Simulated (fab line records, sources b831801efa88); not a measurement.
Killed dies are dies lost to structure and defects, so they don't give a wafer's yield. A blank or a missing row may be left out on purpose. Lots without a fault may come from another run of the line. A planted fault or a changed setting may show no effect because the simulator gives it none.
Chamber matching | flow sky130 | SKY_VIA4_CMP_02 on cmp-02: 4 sister chambers
The step polishes SiO2. 8 wafers are shown with their chamber, then 7 later ones without.

WAFERS WITH THEIR CHAMBER
wafer  | chamber | motor_current_A (A) | edge_zone_pressure_frac
L473.1 | 1       | 11.3                | 0.995
L485.3 | 3       | 11.2                | 0.994
L485.6 | 2       | 12.0                | 0.998
L486.3 | 2       | 12.0                | 0.996
L486.4 | 3       | 11.0                | 0.997
L486.6 | 1       | 11.4                | 1.004
L487.2 | 0       | 10.5                | 1.002
L487.5 | 0       | 11.1                | 1.000

WAFERS WITHOUT THEIR CHAMBER
wafer  | motor_current_A (A) | edge_zone_pressure_frac
L487.6 | 11.0                | 0.999
L488.1 | 11.6                | 0.996
L488.5 | 11.1                | 0.997
L488.6 | 10.7                | 1.001
L491.2 | 12.3                | 0.999
L491.4 | 10.7                | 1.005
L491.6 | 12.5                | 1.006

WHICH CHAMBER EACH WENT THROUGH
wafer  | from the rows above          | in truth
L487.6 | can't be placed: 0 or 3 or 1 | 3
L488.1 | can't be placed: 1 or 2 or 3 | 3
L488.5 | can't be placed: 3 or 1 or 0 | 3
L488.6 | can't be placed: 0 or 3      | 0
L491.2 | 2                            | 2
L491.4 | 0                            | 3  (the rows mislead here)
L491.6 | 2                            | 2
Placed correctly: 2 of 7. Can't be placed from these rows: 4 (the true chamber is among the candidates in 4). Placed wrongly: 1.
How it was worked out, from the rows above alone: a wafer's distance from a chamber is the root of the sum, over the readings, of the square of ((its reading less the chamber's mean) divided by the reading's scatter). The wafer belongs to the nearest chamber; if the next one is less than 2 further off, it can't be placed. A chamber's mean is the mean of its shown wafers. The scatter: the root of (the sum of the squares of (reading less its chamber's mean) over the shown wafers, divided by (wafers less chambers)).
